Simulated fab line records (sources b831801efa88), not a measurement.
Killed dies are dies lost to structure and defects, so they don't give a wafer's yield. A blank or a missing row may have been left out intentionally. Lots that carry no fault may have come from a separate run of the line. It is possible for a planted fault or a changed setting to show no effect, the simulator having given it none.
8D (eight disciplines) problem report, filled in by code	flow sky130	the parts of the form that need people (team, actions taken, sign-off) are left out

1. THE ISSUE
Wafers without a fault read 380.5 nm, standard deviation 3; cdNm at SKY_SD_N_CD_MEAS_07 reads a mean of 359.2 nm on 4 wafers belonging to 3 lots. Relative to the usual mean, that is a shift of -7.1 standard deviations.
The step: target cd 380 nm.
First seen on wafer L152.1, day 29 23:46, on cdSem-01. The record has a number at this step for 37 wafers belonging to 13 lots. The rule behind "out" and "out of limits": a value lying over 4 standard deviations away from the usual mean. All remaining wafers that have a number are taken as sound.

2. WHAT IT IS, AND WHAT IT ISN'T
question	is	is not
which readings at this step	cdNm	-
which lots	L152, L153, L154	L149, L150, L151, L161, L162, L164, L165, L166, L167, L169
which wafers of those lots	L152.1, L153.1, L153.4, L154.4	L152.3, L153.5, L154.3
read on which gauges	cdSem-01, cdSem-02	-
when	from day 29 23:46	up to then (10 sound wafers); but 23 sound wafers of L153, L154, L161, L162, L164, L165, L166, L167, L169 came after

3. SUSPECTS, AND WHAT RULES EACH OUT
Counting: if a tool at a process step up to the reading ran every lot that is out, it stays a suspect. Sound lots after the first of them don't rule it out here, since some wafers of a struck lot are sound.
- the gauge at SKY_SD_N_CD_MEAS_07 is ruled out. The wafers that are out were read on 2 gauges (cdSem-01, cdSem-02).
- ilineStepper-02 at SKY_SD_N_EXPOSE_04 (exposes mask NSDM, target cd 380 nm): kept. It ran every lot that is out, first L152 (day 29 09:32); its last sound lot up to then is L151 (day 29 01:29).
Remaining after the count: ilineStepper-02 at SKY_SD_N_EXPOSE_04.

4. THE CAUSE (what the simulator had put in)
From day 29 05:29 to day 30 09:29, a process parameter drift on ilineStepper-02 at SKY_SD_N_EXPOSE_04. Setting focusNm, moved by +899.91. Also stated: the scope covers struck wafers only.
Only this tool survived the counting.

5. SEQUENCE OF EFFECTS, ordered by route
Each row: a reading whose mean over the struck wafers that have a number lies more than 3 standard deviations from the usual. Scope: only readings with a usual standard deviation given in the record; hours: median across lots of the time from each lot's start at the first step in this table that gives one to its start at this step; sigmas: change in usual standard deviations.
hours	step	reading	usual	on struck wafers	change	sigmas
0	SKY_SD_N_CD_MEAS_07	cdNm	380.5 nm	359.2	-21.3	-7.1

6. HOW IT WOULD HAVE BEEN CAUGHT EARLIER
18 hours passed between the start of the fault at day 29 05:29 and the first reading out of limits at a measuring or inspecting step in this record, taken at day 29 23:46.
Lots out: 3; of these, L154 started SKY_SD_N_EXPOSE_04 on ilineStepper-02 after day 29 23:46. A tool hold placed at that time would have kept it from harm.
